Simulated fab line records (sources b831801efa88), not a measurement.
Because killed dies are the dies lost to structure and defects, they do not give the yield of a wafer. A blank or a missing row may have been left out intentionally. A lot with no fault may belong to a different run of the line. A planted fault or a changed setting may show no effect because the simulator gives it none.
Which tool is to blame? / flow gf180mcu / 11 lots with 33 wafers sampled at 2 steps, on a route of 602 steps

WHAT EACH GAUGE READ, for each wafer
GF_HV_LDD_OVL_MEAS_32.
lot=L954; measured=day 11 15:17; on=overlay-02; HV_LDD_02_OVL (nm)=-0.5 -1.5 0.1
lot=L955; measured=day 11 21:06; on=overlay-01; HV_LDD_02_OVL (nm)=2.0 0.4 1.1
lot=L956; measured=day 12 03:58; on=overlay-02; HV_LDD_02_OVL (nm)=2.3 1.9 -0.9
lot=L957; measured=day 12 16:16; on=overlay-02; HV_LDD_02_OVL (nm)=0.6 -0.4 -0.7
lot=L959; measured=day 13 05:27; on=overlay-02; HV_LDD_02_OVL (nm)=0.2 -0.4 2.8
lot=L961; measured=day 13 17:39; on=overlay-01; HV_LDD_02_OVL (nm)=-1.8 -0.7 -0.5
lot=L965; measured=day 15 02:06; on=overlay-01; HV_LDD_02_OVL (nm)=-1.1 0.5 0.1
lot=L971; measured=day 17 01:56; on=overlay-02; HV_LDD_02_OVL (nm)=-0.9 -2.0 -0.3
lot=L972; measured=day 17 11:06; on=overlay-02; HV_LDD_02_OVL (nm)=2.0 1.7 2.3
lot=L973; measured=day 17 15:29; on=overlay-01; HV_LDD_02_OVL (nm)=-0.7 -1.6 -1.4
lot=L975; measured=day 18 16:49; on=overlay-02; HV_LDD_02_OVL (nm)=-0.6 -1.4 -1.5

WHICH TOOL RAN EACH LOT (tool, then ch and the chambers of the sampled wafers, then the start)
lot=L954; GF_HV_LDD_STRIP_10=plasma_asher-01 ch 0,1, day 10 02:08
lot=L955; GF_HV_LDD_STRIP_10=plasma_asher-03 ch 0,1, day 10 08:02
lot=L956; GF_HV_LDD_STRIP_10=plasma_asher-03 ch 0,1, day 10 15:11
lot=L957; GF_HV_LDD_STRIP_10=plasma_asher-01 ch 1, day 11 01:23
lot=L959; GF_HV_LDD_STRIP_10=plasma_asher-04 ch 0,1, day 11 14:34
lot=L961; GF_HV_LDD_STRIP_10=plasma_asher-01 ch 0,1, day 12 02:20
lot=L965; GF_HV_LDD_STRIP_10=plasma_asher-03 ch 0,1, day 13 08:44
lot=L971; GF_HV_LDD_STRIP_10=plasma_asher-04 ch 0,1, day 15 06:44
lot=L972; GF_HV_LDD_STRIP_10=plasma_asher-04 ch 0,1, day 15 14:11
lot=L973; GF_HV_LDD_STRIP_10=plasma_asher-04 ch 0,1, day 15 19:11
lot=L975; GF_HV_LDD_STRIP_10=plasma_asher-03 ch 0,1, day 16 17:53
- GF_HV_LDD_STRIP_10: strips in O2/N2.

AS READ BY THE TOOLS THEMSELVES (means over the sampled wafers that have a number; for cases with no such wafer, the mark the record gives instead)
GF_HV_LDD_STRIP_10.
lot=L954; tool=plasma_asher-01; drypump_motor_current_A (A)=5.8; heater_power_w (W)=334; o2_flow_sccm (sccm)=2992; oes_product_au (a.u.)=0.715; strip_time_to_endpoint_s (s)=12.672
lot=L955; tool=plasma_asher-03; drypump_motor_current_A (A)=5.7; heater_power_w (W)=319; o2_flow_sccm (sccm)=2995; oes_product_au (a.u.)=0.715; strip_time_to_endpoint_s (s)=12.669
lot=L956; tool=plasma_asher-03; drypump_motor_current_A (A)=5.7; heater_power_w (W)=322; o2_flow_sccm (sccm)=3000; oes_product_au (a.u.)=0.720; strip_time_to_endpoint_s (s)=12.667
lot=L957; tool=plasma_asher-01; drypump_motor_current_A (A)=5.6; heater_power_w (W)=363; o2_flow_sccm (sccm)=2989; oes_product_au (a.u.)=0.719; strip_time_to_endpoint_s (s)=12.590
lot=L959; tool=plasma_asher-04; drypump_motor_current_A (A)=5.9; heater_power_w (W)=298; o2_flow_sccm (sccm)=3002; oes_product_au (a.u.)=0.719; strip_time_to_endpoint_s (s)=12.643
lot=L961; tool=plasma_asher-01; drypump_motor_current_A (A)=5.8; heater_power_w (W)=339; o2_flow_sccm (sccm)=2987; oes_product_au (a.u.)=0.713; strip_time_to_endpoint_s (s)=12.646
lot=L965; tool=plasma_asher-03; drypump_motor_current_A (A)=5.7; heater_power_w (W)=322; o2_flow_sccm (sccm)=3003; oes_product_au (a.u.)=0.720; strip_time_to_endpoint_s (s)=12.621
lot=L971; tool=plasma_asher-04; drypump_motor_current_A (A)=5.9; heater_power_w (W)=292; o2_flow_sccm (sccm)=3002; oes_product_au (a.u.)=0.719; strip_time_to_endpoint_s (s)=12.608
lot=L972; tool=plasma_asher-04; drypump_motor_current_A (A)=5.9; heater_power_w (W)=290; o2_flow_sccm (sccm)=3004; oes_product_au (a.u.)=0.717; strip_time_to_endpoint_s (s)=12.633
lot=L973; tool=plasma_asher-04; drypump_motor_current_A (A)=5.9; heater_power_w (W)=298; o2_flow_sccm (sccm)=2996; oes_product_au (a.u.)=0.712; strip_time_to_endpoint_s (s)=12.658
lot=L975; tool=plasma_asher-03; drypump_motor_current_A (A)=5.7; heater_power_w (W)=318; o2_flow_sccm (sccm)=3004; oes_product_au (a.u.)=0.715; strip_time_to_endpoint_s (s)=12.602

THE ANSWER, worked out from the rows above alone
Rule: the lots themselves supply what counts as usual. Put in order of their means at a reading, lots are off if they are a third of the lots or fewer, leave a main group of 4 or more, and stand apart from it by a gap of 3 or more times the standard deviation of the main group's means; of several such gaps the widest counts. If all means in a main group match to the digits the tables above print for the reading, that group is not used. Also off: a lot with no number at a reading for which 4 or more lots have one. The other lots that the step has rows for count as sound. The gauges are gone through in route order, then the tools' own readings, and for those a lot's mean is taken as printed above. The first step at which some lot is off is used, and at that step the reading that is off furthest; a lot without a number counts as furthest.
Nothing can be told from this: no lot is off at any reading shown.

WHAT THE SIMULATOR HAD PUT IN
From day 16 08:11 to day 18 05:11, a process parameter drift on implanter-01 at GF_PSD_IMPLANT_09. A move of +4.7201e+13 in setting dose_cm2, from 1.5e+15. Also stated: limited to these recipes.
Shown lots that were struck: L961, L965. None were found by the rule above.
